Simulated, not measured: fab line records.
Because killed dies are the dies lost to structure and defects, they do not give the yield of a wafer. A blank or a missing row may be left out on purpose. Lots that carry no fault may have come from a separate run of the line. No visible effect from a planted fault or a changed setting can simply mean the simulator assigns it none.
What tool caused it? | flow sfq-line | 13 lots with 39 wafers sampled at 2 steps, on a route of 325 steps

== WHAT THE GAUGES READ, wafer by wafer ==
The record holds no reading of a measuring or inspecting step that can be judged against a usual standard deviation.

== WHICH TOOL RAN EACH LOT (tool, then ch and the chambers of the sampled wafers, then the start) ==
lot  | SFQ_TRILAYER_JJ_CE_LITHO_PEB_117  | SFQ_TRILAYER_JJ_CE_METRO_MEASURE_117
L490 | litho-track-03 ch 0, day 49 06:05 | cd-sem-02, day 49 06:36
L493 | litho-track-03 ch 0, day 52 09:01 | cd-sem-01, day 52 09:21
L494 | litho-track-04 ch 0, day 52 17:26 | cd-sem-02, day 52 17:57
L495 | litho-track-04 ch 0, day 53 03:04 | cd-sem-01, day 53 03:45
L496 | litho-track-04 ch 0, day 53 11:25 | cd-sem-02, day 53 11:45
L497 | litho-track-04 ch 0, day 55 13:50 | cd-sem-01, day 55 14:21
L499 | litho-track-03 ch 0, day 55 17:25 | cd-sem-01, day 55 17:45
L500 | litho-track-01 ch 0, day 55 18:40 | cd-sem-02, day 55 19:21
L504 | litho-track-04 ch 0, day 56 04:13 | cd-sem-01, day 56 04:33
L505 | litho-track-03 ch 0, day 56 09:01 | cd-sem-02, day 56 09:21
L508 | litho-track-01 ch 0, day 56 16:14 | cd-sem-01, day 56 16:45
L511 | litho-track-03 ch 0, day 57 00:44 | cd-sem-02, day 57 01:04
L512 | litho-track-01 ch 0, day 57 03:11 | cd-sem-01, day 57 03:52
- SFQ_TRILAYER_JJ_CE_LITHO_PEB_117: peb time 60 s.
- SFQ_TRILAYER_JJ_CE_METRO_MEASURE_117

== AS READ BY THE TOOLS THEMSELVES (means over the sampled wafers that have a number; for cases with no such wafer, the mark the record gives instead) ==
SFQ_TRILAYER_JJ_CE_METRO_MEASURE_117.
lot  | tool      | cd-nm (nm)
L490 | cd-sem-02 | 699.5
L493 | cd-sem-01 | 699.6
L494 | cd-sem-02 | 698.3
L495 | cd-sem-01 | 701.6
L496 | cd-sem-02 | 697.5
L497 | cd-sem-01 | 700.6
L499 | cd-sem-01 | 700.4
L500 | cd-sem-02 | 698.5
L504 | cd-sem-01 | 688.6
L505 | cd-sem-02 | 699.2
L508 | cd-sem-01 | 699.2
L511 | cd-sem-02 | 698.9
L512 | cd-sem-01 | 701.1

== THE ANSWER, worked out from the rows above alone ==
Rule: what is usual is taken from the lots themselves. The widest of any qualifying gaps counts: lots, ordered by their means at a reading, are off when they make up no more than a third of the lots, leave a main group of 4 or more, and stand apart from it by 3 or more times the standard deviation of that group's means. Not used: any main group whose means are identical at the precision the tables above print for the reading. Also off: a lot with no number at a reading for which 4 or more lots have one. The other lots that the step has rows for count as sound. After the gauges, taken in route order, come the tools' own readings; for these a lot's mean is taken, as printed above. At the first step where some lot is off, the reading lying furthest off is the one used; lots without a number count as furthest.
Off: L504 (SFQ_TRILAYER_JJ_CE_METRO_MEASURE_117, cd-nm). Main group: mean 699.5 nm, sd 1.2.
If a tool, at that step or one of the process steps before it, ran each lot that is off and ran no sound lot following the first of them, it fits. One candidate fits, namely litho-track-04 at SFQ_TRILAYER_JJ_CE_LITHO_PEB_117. Its last sound lot is L497 (day 55 13:50), its first lot that is off L504 (day 56 04:13): a fault that began between those two fits.

== WHAT WAS PUT IN BY THE SIMULATOR ==
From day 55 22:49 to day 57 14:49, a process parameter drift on litho-track-04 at SFQ_TRILAYER_JJ_CE_LITHO_PEB_117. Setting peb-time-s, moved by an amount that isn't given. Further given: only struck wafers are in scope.
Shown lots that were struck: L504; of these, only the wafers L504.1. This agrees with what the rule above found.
